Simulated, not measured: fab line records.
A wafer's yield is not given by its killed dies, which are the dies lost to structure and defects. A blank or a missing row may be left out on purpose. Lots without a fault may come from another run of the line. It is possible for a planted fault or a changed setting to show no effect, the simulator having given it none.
A struck lot beside a sound one | flow sfq-line | 18 out of 325 route steps
Sound: the wafers L539.2, L539.3, L539.5. Wafers struck: L541.2, L541.4, L541.6. Last of all comes the cause.
At each step with rows: each side's tool, then ch and its chambers, then its first start. Under that, the readings that differ: sound wafers | struck wafers | difference of the means | sigmas: that difference in standard deviations of wafers without a fault.
alike: words and numbers the same on both sides, and readings whose means are apart by under 2 such deviations; not compared: readings that were withheld, readings missing a value for some wafer, numbers with overlapping values and no deviation given by the record, and bounds like >300 which may hide the same value.
Wherever a step has rows on one side only, a row that says differs or no value, or a row with sigmas, the two part there. Numbers that have no deviation but don't overlap get no sigmas and don't part them. Lack of a reading on every wafer of one side parts them only where that side has two or more wafers.

SFQ_I0_OVL_MEAS_908:
  sound on overlay-01 at day 14 15:49; struck on overlay-01 at day 15 03:49
  alike: I0_OVL
SFQ_TRILAYER_I0_VIA_BARC_OPEN_VIA_ETCH_046: etches BARC in O2, target depth 125 nm, time 41.7 s.
  sound on rie-diel-02 ch 0,1, day 14 15:51; struck on rie-diel-02 ch 2,3, day 15 03:51
  alike: drypump-motor-current-A, oes-product-au
  not compared: rf-hours-counter-h
SFQ_TRILAYER_I0_VIA_ETCH_VIA_ETCH_034: etches SiO2 in CHF3, stops on Nb, target depth 260 nm.
  sound on rie-diel-02 ch 0,1, day 14 15:53; struck on rie-diel-02 ch 2,3, day 15 03:53
  alike: drypump-motor-current-A, oes-product-au
SFQ_TRILAYER_I0_VIA_STRIP_STRIP_035: strips in O2.
  sound on rie-metal-04 ch 0,1, day 14 16:00; struck on rie-metal-03 ch 0,1, day 15 04:00
  alike: drypump-motor-current-A, oes-product-au
  not compared: rf-hours-counter-h
then, 2 steps without rows for these wafers: SFQ_TRILAYER_I0_VIA_STRIP_SOLV_CLEAN_036 (cleans in NMP, time 600 s); SFQ_TRILAYER_M1_DEP_PRE_CLEAN_038 (time 22.5 s).
SFQ_TRILAYER_M1_DEP_SPUTTER_037: material Nb, target thk 200 nm, time 133.3 s.
  sound on pvd-sputter-06 at day 14 16:49; struck on pvd-sputter-04 at day 15 04:49
  alike: throttle-valve-pct
SFQ_M1_RS_MEAS_909: uses a four-point probe to measure.
  sound on film-metro-03 at day 14 16:55; struck on film-metro-03 at day 15 04:55
  alike: M1_NB_RS
then, 3 steps without rows for these wafers: SFQ_TRILAYER_M1_LITHO_COAT_044 (resist thk 62 nm); SFQ_TRILAYER_M1_LITHO_COAT_039 (resist thk 600 nm); SFQ_TRILAYER_M1_LITHO_SOFTBAKE_043.
-- the record jumps here: 5 days lie between the struck wafers' starts before and after --
SFQ_TRILAYER_M1_LITHO_EXPOSE_040: exposes mask M1, target cd 500 nm.
  sound on krf-scanner-01 ch 0, day 19 17:39; struck on krf-scanner-01 ch 0, day 20 08:03
  reading              | sound                | struck               | difference | sigmas
  exposure-dose-mJ-cm2 | 14.391 14.376 14.395 | 14.675 14.684 14.659 | +0.285     | +18
  alike: mask, focus-offset-nm
then, 2 steps without rows for these wafers: SFQ_TRILAYER_M1_LITHO_PEB_042 (peb time 60 s); SFQ_TRILAYER_M1_LITHO_DEVELOP_041 (time 60 s).
SFQ_M1_OVL_MEAS_911:
  sound on overlay-02 at day 19 18:57; struck on overlay-01 at day 20 09:21
  alike: M1_OVL
SFQ_TRILAYER_M1_BARC_OPEN_METAL_ETCH_054: etches BARC in O2, target depth 125 nm, time 41.7 s.
  sound on rie-metal-02 ch 0,1, day 19 18:59; struck on rie-metal-03 ch 0,1, day 20 09:23
  reading             | sound           | struck            | difference | sigmas
  model.M1.cd-nm (nm) | 500.1 499.8 500 | 496.5 494.2 497.4 | -3.9       |
  alike: drypump-motor-current-A, oes-product-au
  not compared: rf-hours-counter-h
SFQ_TRILAYER_M1_ETCH_METAL_ETCH_042: etches Nb in Cl2/Ar, stops on SiO2, target depth 240 nm, time 120 s.
  sound on rie-metal-02 ch 0,1, day 19 19:02; struck on rie-metal-03 ch 0,1, day 20 09:26
  alike: drypump-motor-current-A, oes-product-au
  not compared: rf-hours-counter-h, model.M1.cd-nm
SFQ_TRILAYER_M1_STRIP_STRIP_043: strips in O2.
  sound on rie-metal-02 ch 0,1, day 19 19:10; struck on rie-metal-03 ch 0,1, day 20 09:34
  alike: drypump-motor-current-A, oes-product-au
  not compared: rf-hours-counter-h

## WHERE THEY PART
SFQ_TRILAYER_M1_LITHO_EXPOSE_040 only, going by this record. Later steps at which nothing parts them and some readings are alike: SFQ_M1_OVL_MEAS_911, SFQ_TRILAYER_M1_BARC_OPEN_METAL_ETCH_054, SFQ_TRILAYER_M1_ETCH_METAL_ETCH_042, SFQ_TRILAYER_M1_STRIP_STRIP_043.

WHY: what had been put in by the simulator
Process parameters drifting: krf-scanner-01 at SFQ_TRILAYER_M1_LITHO_EXPOSE_040, beginning at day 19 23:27. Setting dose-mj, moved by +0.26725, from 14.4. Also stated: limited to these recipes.
